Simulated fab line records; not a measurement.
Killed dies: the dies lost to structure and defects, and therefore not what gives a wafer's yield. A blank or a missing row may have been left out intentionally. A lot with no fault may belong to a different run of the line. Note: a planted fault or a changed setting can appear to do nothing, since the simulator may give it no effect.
fab line records ; flow sfq_line ; part 1 of 2: steps 1 to 25 of 37
record lots=5; wafers=15; last_day=91
route steps=325 shown M4@157 I4@163 JJ@178
lots that met no fault: from a run of the same line without faults
start_h: the number of hours between the record's first day and the start of the first shown wafer of the lot ; wait_h: hours from the lot's prior step to this one ; " repeats the value in the row above ; L1.1+2: a single row standing in for several wafers ; - value missing, or start not given ; * or withheld: withheld ; < > ~ a bound
route shown NAME@n: NAME is a module with steps in the file, n the number in the route of the first one ; usual: mean/standard deviation of fault-free wafers ; same: alike in all rows ; chamber/n: place in a boat ; sites: per-site readings ; _std_site: how widely they spread, as a standard deviation ; _edge_site: inner sites' mean taken away from outer sites' mean ; radius_mm: how far each site lies from the wafer's centre ; mask NAME#n: copy n ; behind: the most recent tool/chamber to have shaped the wafer ; hold: what put the lot on hold/how long, in hours/how the hold closed ; device: names the non-switching transistor (n, p or np) ; end of line: tests run on the same wafers once the route is complete ; a step without rows: its recipe alone ; killed: count of dies lost to structure and defects at first sort (not the wafer's yield) ; map: a wafer's dies, x killed, . not, _ none there
set.NAME: the setting the step ran with; set.NAME@STEP: the setting that earlier step ran with ; model.NAME: the simulator's own value behind a step, which no gauge read
certain route steps with their lots: each step a table, each wafer a row
services: the hour from which a tool's chamber was out of use, counted from the record's first day as start_h (under 0 if before that day), plus the number of hours and why
## steps
# step SFQ_TRILAYER_M4_LITHO_DEVELOP_095
# recipe time_s=60; resist=KrF
lot.wafer;tool;chamber;start_h;wait_h
L074.1+2+3;litho_track-02;0;1104.72;0.1
L077.3+5+6;litho_track-02;0;1129.91;0.1
L081.2+3+6;litho_track-02;0;1338.02;0.1
L086.1+2+5;litho_track-02;0;1367.20;0.1
L096.1+3+6;litho_track-02;0;1489.74;0.1
# step SFQ_M4_OVL_MEAS_926
# usual M4_OVL=1/4.6
lot.wafer;tool;chamber;start_h;wait_h;M4_OVL[nm]
L074.1;overlay-01;-;1104.87;0.1;2
L074.2;overlay-01;-;1104.87;0.1;-1
L074.3;overlay-01;-;1104.87;0.1;4
L077.3;overlay-01;-;1130.02;0.1;0
L077.5;overlay-01;-;1130.02;0.1;-7
L077.6;overlay-01;-;1130.02;0.1;-2
L081.2;overlay-02;-;1338.15;0.1;0
L081.3;overlay-02;-;1338.15;0.1;1
L081.6;overlay-02;-;1338.15;0.1;2
L086.1;overlay-01;-;1367.35;0.1;2
L086.2;overlay-01;-;1367.35;0.1;3
L086.5;overlay-01;-;1367.35;0.1;0
L096.1;overlay-02;-;1489.89;0.1;5
L096.3;overlay-02;-;1489.89;0.1;-2
L096.6;overlay-02;-;1489.89;0.1;-1
# step SFQ_TRILAYER_M4_BARC_OPEN_METAL_ETCH_123
# recipe mask_material=PR; chemistry=O2; target_depth_nm=125; target=BARC; icp_w=600; bias_w=80; pressure_mtorr=10; time_s=41.7
# usual drypump_motor_current_A=6.0/0.44; he_backside_leak_sccm=3.5/0.38; oes_product_au=0.685/0.0044
lot.wafer;tool;chamber;start_h;wait_h;drypump_motor_current_A;he_backside_leak_sccm;oes_product_au;rf_hours_counter_h
L074.1;rie_metal-04;0;1104.91;0.0;6.5;3.7;0.686;80
L074.2;rie_metal-04;1;1104.91;0.0;6.6;3.4;0.683;83
L074.3;rie_metal-04;1;1104.91;0.0;6.7;3.8;0.689;-
L077.3;rie_metal-01;0;1130.06;0.0;5.4;3.3;0.681;-
L077.5;rie_metal-01;0;1130.06;0.0;5.4;3.4;0.689;-
L077.6;rie_metal-01;1;1130.06;0.0;5.6;3.5;0.683;-
L081.2;rie_metal-01;0;1338.18;0.0;5.4;3.6;0.687;113
L081.3;rie_metal-01;0;1338.18;0.0;5.4;3.4;0.686;-
L081.6;rie_metal-01;0;1338.18;0.0;5.4;3.4;0.683;-
L086.1;rie_metal-04;1;1367.38;0.0;6.7;3.3;0.685;117
L086.2;rie_metal-04;0;1367.38;0.0;6.4;3.5;0.681;118
L086.5;rie_metal-04;0;1367.38;0.0;6.5;3.4;0.691;-
L096.1;rie_metal-01;1;1489.93;0.0;5.6;3.7;0.680;59
L096.3;rie_metal-01;1;1489.93;0.0;5.6;3.6;0.678;-
L096.6;rie_metal-01;1;1489.93;0.0;5.6;3.6;0.682;-
# step SFQ_TRILAYER_M4_ETCH_METAL_ETCH_096
# recipe target=Nb; stop_on=SiO2; mask_material=PR; chemistry=Cl2/Ar; target_depth_nm=240; icp_w=600; bias_w=80; pressure_mtorr=10; time_s=120
# usual drypump_motor_current_A=6.0/0.45; he_backside_leak_sccm=3.43/0.27; oes_product_au=0.891/0.0065
lot.wafer;tool;chamber;start_h;wait_h;drypump_motor_current_A;he_backside_leak_sccm;oes_product_au;rf_hours_counter_h
L074.1;rie_metal-04;0;1104.97;0.0;6.5;3.69;0.893;80
L074.2;rie_metal-04;1;1104.97;0.0;6.6;3.37;0.900;83
L074.3;rie_metal-04;1;1104.97;0.0;6.7;3.67;0.893;-
L077.3;rie_metal-01;0;1130.14;0.1;5.4;3.08;0.879;-
L077.5;rie_metal-01;0;1130.14;0.1;5.4;3.35;0.884;-
L077.6;rie_metal-01;1;1130.14;0.1;5.6;3.78;0.883;-
L081.2;rie_metal-01;0;1338.24;0.0;5.3;3.40;0.877;113
L081.3;rie_metal-01;0;1338.24;0.0;5.4;3.56;0.883;-
L081.6;rie_metal-01;0;1338.24;0.0;5.4;3.66;0.893;-
L086.1;rie_metal-04;1;1367.44;0.0;6.6;3.50;0.891;117
L086.2;rie_metal-04;0;1367.44;0.0;6.5;3.55;0.895;118
L086.5;rie_metal-04;0;1367.44;0.0;6.5;3.45;0.891;-
L096.1;rie_metal-01;1;1490.04;0.1;5.6;3.87;0.903;59
L096.3;rie_metal-01;1;1490.04;0.1;5.6;3.85;0.894;-
L096.6;rie_metal-01;1;1490.04;0.1;5.6;3.96;0.897;-
# step SFQ_TRILAYER_M4_STRIP_STRIP_097
# recipe gas=O2; power_w=200; platen_temp_c=40; overash_fraction=0.65; chemistry=O2; pressure_mtorr=50
# usual drypump_motor_current_A=6.0/0.44; he_backside_leak_sccm=3.5/0.43; oes_product_au=1.000/0.008
lot.wafer;tool;chamber;start_h;wait_h;drypump_motor_current_A;he_backside_leak_sccm;oes_product_au;rf_hours_counter_h
L074.1;rie_metal-04;0;1105.09;0.1;6.5;3.4;1.002;80
L074.2;rie_metal-04;1;1105.09;0.1;6.6;3.5;1.001;83
L074.3;rie_metal-04;1;1105.09;0.1;6.6;3.5;0.986;-
L077.3;rie_metal-01;0;1130.43;0.2;5.4;3.3;0.985;-
L077.5;rie_metal-01;0;1130.43;0.2;5.4;3.2;0.987;-
L077.6;rie_metal-01;1;1130.43;0.2;5.6;3.6;0.986;-
L081.2;rie_metal-01;0;1338.36;0.1;5.4;3.7;0.992;114
L081.3;rie_metal-01;0;1338.36;0.1;5.4;3.7;0.984;-
L081.6;rie_metal-01;0;1338.36;0.1;5.4;3.6;0.994;-
L086.1;rie_metal-04;1;1367.57;0.1;6.7;3.6;1.007;117
L086.2;rie_metal-04;0;1367.57;0.1;6.4;3.7;1.011;119
L086.5;rie_metal-04;0;1367.57;0.1;6.4;3.8;1.010;-
L096.1;rie_metal-01;1;1490.29;0.2;5.6;3.8;1.000;60
L096.3;rie_metal-01;1;1490.29;0.2;5.6;3.9;1.000;-
L096.6;rie_metal-01;1;1490.29;0.2;5.6;4.0;0.986;-
# step SFQ_TRILAYER_M4_STRIP_SOLV_CLEAN_098
# recipe chemistry=NMP; temp_c=70; time_s=600
lot.wafer;tool;chamber;start_h;wait_h
L074.1+2+3;wet_bench-03;0,1,4;1105.69;0.4
L077.3+5+6;wet_bench-03;2,3,5;1130.83;0.2
L081.2+3+6;wet_bench-02;6,7,3;1338.96;0.4
L086.1+2+5;wet_bench-02;7,1,6;1368.17;0.4
L096.1+3+6;wet_bench-04;4,1,5;1491.49;1.0
# step SFQ_TRILAYER_I4_DEP_PECVD_099
# recipe material=SiO2; temp_c=150; time_s=111.11; pressure_torr=2.4; rf_w=183.3; precursor=SiH4/N2O; target_thk_nm=500
# usual heater_power_outer_w=39/7.4; heater_power_w=96/9.2; throttle_valve_pct=24.7/1.2
lot.wafer;tool;chamber;start_h;wait_h;heater_power_outer_w;heater_power_w;throttle_valve_pct
L074.1;pecvd-01;0;1105.87;0.0;30;90;25.5
L074.2;pecvd-01;1;1105.87;0.0;40;104;26.2
L074.3;pecvd-01;2;1105.87;0.0;50;108;24.8
L077.3;pecvd-02;2;1131.00;0.0;49;102;24.6
L077.5;pecvd-02;1;1131.00;0.0;39;93;24.2
L077.6;pecvd-02;2;1131.00;0.0;49;107;24.7
L081.2;pecvd-04;2;1339.14;0.0;27;81;23.0
L081.3;pecvd-04;1;1339.14;0.0;35;88;23.5
L081.6;pecvd-04;1;1339.14;0.0;37;87;23.7
L086.1;pecvd-02;2;1368.34;0.0;49;105;25.1
L086.2;pecvd-02;1;1368.34;0.0;35;82;24.8
L086.5;pecvd-02;2;1368.34;0.0;52;105;25.0
L096.1;pecvd-01;1;1491.69;0.0;39;105;26.6
L096.3;pecvd-01;2;1491.69;0.0;44;99;25.1
L096.6;pecvd-01;2;1491.69;0.0;47;104;25.2
# step SFQ_TRILAYER_I4_CMP_CMP_100
# recipe material=SiO2; down_force_psi=3; platen_rpm=60; pad_velocity_m_s=0.94248
# usual motor_current_A=9.8/0.9; time_to_endpoint_s=213/6.8
lot.wafer;tool;chamber;start_h;wait_h;motor_current_A;time_to_endpoint_s
L074.3;cmp-01;1;1106.08;0.2;8.9;213
L074.1;cmp-01;2;1106.08;0.2;10.1;214
L074.2;cmp-01;0;1107.58;1.7;8.4;209
L077.3;cmp-02;1;1133.07;2.0;10.8;202
L077.5;cmp-02;3;1134.15;3.1;10.9;212
L077.6;cmp-02;0;1134.15;3.1;9.4;209
L081.2;cmp-02;1;1347.82;8.6;10.1;217
L081.3;cmp-02;2;1347.82;8.6;10.2;218
L081.6;cmp-02;1;1349.82;10.6;10.2;223
L086.1;cmp-01;2;1374.68;6.3;9.5;206
L086.2;cmp-01;3;1374.68;6.3;10.6;201
L086.5;cmp-01;2;1376.68;8.3;9.1;206
L096.3;cmp-01;1;1491.78;0.1;9.3;215
L096.1;cmp-01;3;1492.78;1.1;10.3;224
L096.6;cmp-01;1;1493.78;2.0;9.3;221
# step SFQ_I4_BOW_MEAS_927
# recipe mode=bow
# usual I4_BOW=4/8.9
lot.wafer;tool;chamber;start_h;wait_h;I4_BOW[um]
L074.1;film_metro-04;-;1109.08;2.0;0
L074.2;film_metro-04;-;1109.08;2.0;-20
L074.3;film_metro-04;-;1109.08;2.0;4
L077.3;film_metro-01;-;1135.27;1.7;-7
L077.5;film_metro-01;-;1135.27;1.7;11
L077.6;film_metro-01;-;1135.27;1.7;0
L081.2;film_metro-01;-;1350.84;2.5;-11
L081.3;film_metro-01;-;1350.84;2.5;-11
L081.6;film_metro-01;-;1350.84;2.5;-6
L086.1;film_metro-04;-;1377.68;2.5;19
L086.2;film_metro-04;-;1377.68;2.5;2
L086.5;film_metro-04;-;1377.68;2.5;9
L096.1;film_metro-04;-;1494.78;1.5;11
L096.3;film_metro-04;-;1494.78;1.5;4
L096.6;film_metro-04;-;1494.78;1.5;2
# step SFQ_TRILAYER_I4_METRO_MEASURE_101
# usual thk_nm=199.9/0.85
lot.wafer;tool;chamber;start_h;wait_h;thk_nm
L074.1;film_metro-04;-;1109.20;0.1;201.1
L074.2;film_metro-04;-;1109.20;0.1;199.7
L074.3;film_metro-04;-;1109.20;0.1;199.4
L077.3;film_metro-01;-;1135.75;0.5;200.7
L077.5;film_metro-01;-;1135.75;0.5;200.7
L077.6;film_metro-01;-;1135.75;0.5;200.9
L081.2;film_metro-01;-;1351.14;0.3;199.7
L081.3;film_metro-01;-;1351.14;0.3;199.5
L081.6;film_metro-01;-;1351.14;0.3;199.8
L086.1;film_metro-04;-;1377.80;0.1;199.2
L086.2;film_metro-04;-;1377.80;0.1;198.4
L086.5;film_metro-04;-;1377.80;0.1;200.0
L096.1;film_metro-04;-;1494.90;0.1;199.2
L096.3;film_metro-04;-;1494.90;0.1;200.3
L096.6;film_metro-04;-;1494.90;0.1;201.6
# step SFQ_TRILAYER_I4_VIA_LITHO_COAT_108
# recipe resist=BARC; spin_rpm=3000; resist_thk_nm=62
lot.wafer;tool;chamber;start_h;wait_h
L074.1+2+3;litho_track-02;0;1110.40;1.0
L077.3+5+6;litho_track-02;0;1136.65;0.7
L081.2+3+6;litho_track-02;0;1352.19;0.8
L086.1+2+5;litho_track-02;0;1379.00;1.0
L096.1+3+6;litho_track-01;0;1496.10;1.0
# step SFQ_TRILAYER_I4_VIA_LITHO_COAT_103
# recipe resist=KrF; spin_rpm=3000; resist_thk_nm=650
lot.wafer;tool;chamber;start_h;wait_h
L074.1+2+3;litho_track-02;0;1110.70;0.2
L077.3+5+6;litho_track-02;0;1136.95;0.2
L081.2+3+6;litho_track-02;0;1352.49;0.2
L086.1+2+5;litho_track-02;0;1379.30;0.2
L096.1+3+6;litho_track-01;0;1496.40;0.2
# step SFQ_TRILAYER_I4_VIA_LITHO_SOFTBAKE_107
# recipe temp_c=withheld; time_s=withheld; resist=KrF
lot.wafer;tool;chamber;start_h;wait_h
L074.1+2+3;litho_track-02;0;1111.00;0.2
L077.3+5+6;litho_track-02;0;1137.20;0.2
L081.2+3+6;litho_track-02;0;1352.76;0.2
L086.1+2+5;litho_track-02;0;1379.60;0.2
L096.1+3+6;litho_track-01;0;1496.70;0.2
# step SFQ_TRILAYER_I4_VIA_LITHO_EXPOSE_104
# recipe mask_id=I4; na=0.6; source_shape=conventional; sigma_outer=0.65; target_cd_nm=700; dose_mj=21.3
lot.wafer;tool;chamber;start_h;wait_h;mask
L074.1+2+3;krf_scanner-01;0;1252.20;-;I4#0
L077.3+5+6;krf_scanner-02;0;1276.78;-;I4#0
L081.2+3+6;krf_scanner-02;0;1354.15;-;I4#0
L086.1+2+5;krf_scanner-01;0;1506.37;-;I4#0
L096.1+3+6;krf_scanner-01;0;1604.11;-;I4#0
# step SFQ_TRILAYER_I4_VIA_LITHO_PEB_106
# recipe peb_temp_c=115; peb_time_s=60; resist=KrF
lot.wafer;tool;chamber;start_h;wait_h
L074.1+2+3;litho_track-02;0;1253.40;1.0
L077.3+5+6;litho_track-01;0;1277.63;0.7
L081.2+3+6;litho_track-01;0;1355.17;0.8
L086.1+2+5;litho_track-03;0;1507.57;1.0
L096.1+3+6;litho_track-03;0;1605.31;1.0
# step SFQ_TRILAYER_I4_VIA_LITHO_DEVELOP_105
# recipe time_s=60; resist=KrF
lot.wafer;tool;chamber;start_h;wait_h
L074.1+2+3;litho_track-02;0;1253.55;0.1
L077.3+5+6;litho_track-01;0;1277.78;0.1
L081.2+3+6;litho_track-01;0;1355.32;0.1
L086.1+2+5;litho_track-03;0;1507.72;0.1
L096.1+3+6;litho_track-03;0;1605.46;0.1
# step SFQ_I4_OVL_MEAS_928
# usual I4_OVL=1/5.5
lot.wafer;tool;chamber;start_h;wait_h;I4_OVL[nm]
L074.1;overlay-02;-;1253.70;0.1;4
L074.2;overlay-02;-;1253.70;0.1;3
L074.3;overlay-02;-;1253.70;0.1;3
L077.3;overlay-01;-;1277.89;0.1;2
L077.5;overlay-01;-;1277.89;0.1;3
L077.6;overlay-01;-;1277.89;0.1;-6
L081.2;overlay-02;-;1355.45;0.1;7
L081.3;overlay-02;-;1355.45;0.1;3
L081.6;overlay-02;-;1355.45;0.1;7
L086.1;overlay-01;-;1507.87;0.1;2
L086.2;overlay-01;-;1507.87;0.1;10
L086.5;overlay-01;-;1507.87;0.1;-4
L096.1;overlay-01;-;1605.61;0.1;4
L096.3;overlay-01;-;1605.61;0.1;0
L096.6;overlay-01;-;1605.61;0.1;3
# step SFQ_TRILAYER_I4_VIA_BARC_OPEN_VIA_ETCH_146
# recipe mask_material=PR; chemistry=O2; target_depth_nm=125; target=BARC; source_w=500; bias_w=80; pressure_mtorr=30; time_s=41.7
# usual drypump_motor_current_A=5.7/0.34; oes_product_au=0.685/0.0049
lot.wafer;tool;chamber;start_h;wait_h;drypump_motor_current_A;oes_product_au;rf_hours_counter_h
L074.1;rie_diel-04;1;1253.74;0.0;6.1;0.685;13
L074.2;rie_diel-04;3;1253.74;0.0;5.9;0.685;17
L074.3;rie_diel-04;0;1253.74;0.0;5.4;0.682;4
L077.3;rie_diel-02;1;1277.92;0.0;5.2;0.691;10
L077.5;rie_diel-02;1;1277.92;0.0;5.2;0.683;-
L077.6;rie_diel-02;0;1277.92;0.0;5.9;0.691;-
L081.2;rie_diel-04;0;1355.48;0.0;5.5;0.684;5
L081.3;rie_diel-04;1;1355.48;0.0;6.2;0.697;15
L081.6;rie_diel-04;2;1355.48;0.0;5.5;0.684;-
L086.1;rie_diel-01;1;1507.90;0.0;5.4;0.677;10
L086.2;rie_diel-01;0;1507.90;0.0;6.3;0.681;1
L086.5;rie_diel-01;2;1507.90;0.0;5.5;0.679;-
L096.1;rie_diel-04;0;1605.65;0.0;5.5;0.682;8
L096.3;rie_diel-04;3;1605.65;0.0;5.9;0.684;1
L096.6;rie_diel-04;3;1605.65;0.0;5.9;0.681;-
# step SFQ_TRILAYER_I4_VIA_ETCH_VIA_ETCH_106
# recipe target=SiO2; stop_on=Nb; mask_material=PR; taper_deg=20; chemistry=CHF3; target_depth_nm=260; source_w=500; bias_w=80; pressure_mtorr=30; time_s=withheld
# usual drypump_motor_current_A=5.7/0.35; oes_product_au=0.854/0.0054
lot.wafer;tool;chamber;start_h;wait_h;drypump_motor_current_A;oes_product_au
L074.1;rie_diel-04;1;1253.78;0.0;6.2;0.854
L074.2;rie_diel-04;3;1253.78;0.0;5.9;0.848
L074.3;rie_diel-04;0;1253.78;0.0;5.5;0.848
L077.3;rie_diel-02;1;1277.96;0.0;5.2;0.854
L077.5;rie_diel-02;1;1277.96;0.0;5.2;0.864
L077.6;rie_diel-02;0;1277.96;0.0;5.9;0.864
L081.2;rie_diel-04;0;1355.52;0.0;5.4;0.854
L081.3;rie_diel-04;1;1355.52;0.0;6.2;0.856
L081.6;rie_diel-04;2;1355.52;0.0;5.5;0.857
L086.1;rie_diel-01;1;1507.94;0.0;5.4;0.856
L086.2;rie_diel-01;0;1507.94;0.0;6.2;0.848
L086.5;rie_diel-01;2;1507.94;0.0;5.5;0.870
L096.1;rie_diel-04;0;1605.69;0.0;5.5;0.859
L096.3;rie_diel-04;3;1605.69;0.0;5.9;0.853
L096.6;rie_diel-04;3;1605.69;0.0;5.9;0.847
# step SFQ_TRILAYER_I4_VIA_STRIP_STRIP_107
# recipe gas=O2; power_w=200; platen_temp_c=40; overash_fraction=0.65; chemistry=O2; pressure_mtorr=50
# usual drypump_motor_current_A=6.1/0.34; he_backside_leak_sccm=3.34/0.19; oes_product_au=1.002/0.0079
lot.wafer;tool;chamber;start_h;wait_h;drypump_motor_current_A;he_backside_leak_sccm;oes_product_au;rf_hours_counter_h
L074.1;rie_metal-03;1;1253.89;-;6.1;3.09;1.006;15
L074.2;rie_metal-03;0;1253.89;-;6.4;3.16;1.005;22
L074.3;rie_metal-03;1;1253.89;-;6.0;3.03;1.008;-
L077.3;rie_metal-02;0;1278.27;-;6.1;3.57;1.000;-
L077.5;rie_metal-02;1;1278.27;-;5.6;3.34;1.010;-
L077.6;rie_metal-02;0;1278.27;-;6.1;3.56;1.001;-
L081.2;rie_metal-02;0;1355.64;-;6.1;3.48;0.994;42
L081.3;rie_metal-02;1;1355.64;-;5.6;3.29;0.990;-
L081.6;rie_metal-02;1;1355.64;-;5.6;3.34;0.992;-
L086.1;rie_metal-03;1;1508.06;-;6.0;3.20;1.004;46
L086.2;rie_metal-03;0;1508.06;-;6.4;3.13;1.017;53
L086.5;rie_metal-03;0;1508.06;-;6.4;3.18;1.014;-
L096.1;rie_metal-03;1;1605.80;-;6.0;3.19;1.006;58
L096.3;rie_metal-03;1;1605.80;-;6.0;3.15;1.010;-
L096.6;rie_metal-03;0;1605.80;-;6.3;3.22;1.005;-
# step SFQ_TRILAYER_I4_VIA_STRIP_SOLV_CLEAN_108
# recipe chemistry=NMP; temp_c=70; time_s=600
lot.wafer;tool;chamber;start_h;wait_h
L074.1+2+3;wet_bench-03;6,1,2;1254.49;0.4
L077.3+5+6;wet_bench-01;6,7,0;1278.67;0.2
L081.2+3+6;wet_bench-01;4,7,6;1356.24;0.4
L086.1+2+5;wet_bench-03;5,0,1;1508.66;0.4
L096.1+3+6;wet_bench-04;2,3,1;1606.40;0.4
# step SFQ_TRILAYER_JJ_TRILAYER_DEP_PRE_CLEAN_113
# recipe gas=Ar; time_s=22.5; bias_v=250
# usual bias_v=250.1/2.7
lot.wafer;tool;chamber;start_h;wait_h;bias_v
L074.1;pvd_sputter-05;-;1254.67;0.0;248.5
L074.2;pvd_sputter-05;-;1254.67;0.0;249.5
L074.3;pvd_sputter-05;-;1254.67;0.0;253.3
L077.3;pvd_sputter-06;-;1278.84;0.0;248.0
L077.5;pvd_sputter-06;-;1278.84;0.0;253.9
L077.6;pvd_sputter-06;-;1278.84;0.0;249.8
L081.2;pvd_sputter-06;-;1356.43;0.0;248.8
L081.3;pvd_sputter-06;-;1356.43;0.0;244.0
L081.6;pvd_sputter-06;-;1356.43;0.0;245.8
L086.1;pvd_sputter-06;-;1508.83;0.0;251.2
L086.2;pvd_sputter-06;-;1508.83;0.0;253.7
L086.5;pvd_sputter-06;-;1508.83;0.0;253.5
L096.1;pvd_sputter-05;-;1606.57;0.0;250.7
L096.3;pvd_sputter-05;-;1606.57;0.0;246.7
L096.6;pvd_sputter-05;-;1606.57;0.0;244.7
# step SFQ_TRILAYER_JJ_TRILAYER_DEP_SPUTTER_109
# recipe material=Nb; base_pressure_pa=1.33e-06; chamber_pressure_pa=0.1333; substrate_temp_c=20; target_thk_nm=150; power_w=2000; time_s=100
# usual base_pressure_pa=1.32e-06/7.8e-08; throttle_valve_pct=29.9/0.82
lot.wafer;tool;chamber;start_h;wait_h;base_pressure_pa;throttle_valve_pct
L074.1;pvd_sputter-05;-;1254.69;0.0;1.25e-06;29.1
L074.2;pvd_sputter-05;-;1254.69;0.0;1.39e-06;30.2
L074.3;pvd_sputter-05;-;1254.69;0.0;1.41e-06;29.4
L077.3;pvd_sputter-06;-;1278.87;0.0;1.24e-06;30.3
L077.5;pvd_sputter-06;-;1278.87;0.0;1.2e-06;30.0
L077.6;pvd_sputter-06;-;1278.87;0.0;1.34e-06;28.9
L081.2;pvd_sputter-06;-;1356.46;0.0;1.15e-06;30.0
L081.3;pvd_sputter-06;-;1356.46;0.0;1.38e-06;30.2
L081.6;pvd_sputter-06;-;1356.46;0.0;1.3e-06;30.1
L086.1;pvd_sputter-06;-;1508.86;0.0;1.33e-06;29.8
L086.2;pvd_sputter-06;-;1508.86;0.0;1.23e-06;29.0
L086.5;pvd_sputter-06;-;1508.86;0.0;1.42e-06;29.0
L096.1;pvd_sputter-05;-;1606.60;0.0;1.4e-06;29.8
L096.3;pvd_sputter-05;-;1606.60;0.0;1.28e-06;30.2
L096.6;pvd_sputter-05;-;1606.60;0.0;1.36e-06;30.1
# step SFQ_TRILAYER_JJ_TRILAYER_DEP_SPUTTER_110
# recipe material=Al; base_pressure_pa=1.33e-06; target_thk_nm=8; power_w=500; time_s=10; chamber_pressure_pa=0.4
# usual base_pressure_pa=1.34e-06/9.4e-08; throttle_valve_pct=29.9/0.81
lot.wafer;tool;chamber;start_h;wait_h;base_pressure_pa;throttle_valve_pct
L074.1;pvd_sputter-05;-;1254.77;0.0;1.17e-06;28.9
L074.2;pvd_sputter-05;-;1254.77;0.0;1.16e-06;29.9
L074.3;pvd_sputter-05;-;1254.77;0.0;1.15e-06;29.2
L077.3;pvd_sputter-06;-;1278.95;0.0;1.34e-06;30.3
L077.5;pvd_sputter-06;-;1278.95;0.0;1.27e-06;30.2
L077.6;pvd_sputter-06;-;1278.95;0.0;1.44e-06;28.8
L081.2;pvd_sputter-06;-;1356.53;0.0;1.2e-06;30.0
L081.3;pvd_sputter-06;-;1356.53;0.0;1.29e-06;30.2
L081.6;pvd_sputter-06;-;1356.53;0.0;1.44e-06;30.0
L086.1;pvd_sputter-06;-;1508.93;0.0;1.17e-06;30.2
L086.2;pvd_sputter-06;-;1508.93;0.0;1.37e-06;28.8
L086.5;pvd_sputter-06;-;1508.93;0.0;1.35e-06;29.1
L096.1;pvd_sputter-05;-;1606.68;0.0;1.24e-06;29.8
L096.3;pvd_sputter-05;-;1606.68;0.0;1.2e-06;29.7
L096.6;pvd_sputter-05;-;1606.68;0.0;1.46e-06;30.0
# step SFQ_TRILAYER_JJ_TRILAYER_DEP_AL_OXIDATION_111
# recipe pressure_mbar=0.014667; oxidation_time_s=600; temperature_k=293
# usual pressure_mbar=0.01467/3.1e-05
lot.wafer;tool;chamber;start_h;wait_h;pressure_mbar
L074.1;pvd_sputter-05;-;1254.79;0.0;0.01466
L074.2;pvd_sputter-05;-;1254.79;0.0;0.01468
L074.3;pvd_sputter-05;-;1254.79;0.0;0.01465
L077.3;pvd_sputter-06;-;1278.97;0.0;0.01466
L077.5;pvd_sputter-06;-;1278.97;0.0;0.01464
L077.6;pvd_sputter-06;-;1278.97;0.0;0.01465
L081.2;pvd_sputter-06;-;1356.55;0.0;0.01469
L081.3;pvd_sputter-06;-;1356.55;0.0;0.01468
L081.6;pvd_sputter-06;-;1356.55;0.0;0.01466
L086.1;pvd_sputter-06;-;1508.96;0.0;0.01468
L086.2;pvd_sputter-06;-;1508.96;0.0;0.01466
L086.5;pvd_sputter-06;-;1508.96;0.0;0.01466
L096.1;pvd_sputter-05;-;1606.70;0.0;0.01464
L096.3;pvd_sputter-05;-;1606.70;0.0;0.01461
L096.6;pvd_sputter-05;-;1606.70;0.0;0.01467
